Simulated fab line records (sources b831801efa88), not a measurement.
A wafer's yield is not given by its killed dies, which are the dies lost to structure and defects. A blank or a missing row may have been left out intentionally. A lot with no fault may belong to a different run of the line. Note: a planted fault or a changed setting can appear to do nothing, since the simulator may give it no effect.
Matching of chambers    flow sky130    4 sister chambers for SKY_VIA2_CMP_02 on cmp-01
The step polishes SiO2. 7 wafers are shown with their chamber, then 7 later ones without.

WAFERS WITH THEIR CHAMBER
wafer   chamber  motor current A (A)  slurry filter dp kPa (kPa)
L944.1  2        13.8                 13.51
L944.6  0        13.0                 13.54
L947.1  3        15.4                 13.63
L947.3  0        12.8                 13.47
L947.4  2        13.5                 13.57
L952.1  1        12.0                 13.31
L952.4  3        15.9                 13.44

WAFERS WITH NO CHAMBER GIVEN
wafer   motor current A (A)  slurry filter dp kPa (kPa)
L952.5  13.4                 13.41
L958.1  13.4                 13.85
L958.3  13.4                 13.57
L958.4  12.4                 13.62
L961.4  14.1                 13.66
L961.5  14.1                 13.51
L961.6  16.2                 13.52

WHICH CHAMBER EACH ONE RAN IN
wafer    from the rows above       in truth
L952.5   can't be placed: 2 or 0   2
L958.1   can't be placed: 2 or 0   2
L958.3   can't be placed: 2 or 0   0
L958.4   can't be placed: 0 or 1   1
L961.4   2                         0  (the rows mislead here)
L961.5   2                         2
L961.6   3                         3
Placed correctly: 2 of 7. From these rows, 4 cannot be placed; in 4 the true chamber is one of the candidates. Placed wrongly: 1.
How it was worked out, from the rows above alone: a wafer's distance from a chamber is the root of the sum, over the readings, of the square of ((its reading less the chamber's mean) divided by the reading's scatter). The wafer belongs to the nearest chamber; if the next one is less than 2 further off, it can't be placed. A chamber's mean is the mean of its shown wafers. The scatter: the root of (the sum of the squares of (reading less its chamber's mean) over the shown wafers, divided by (wafers less chambers)).
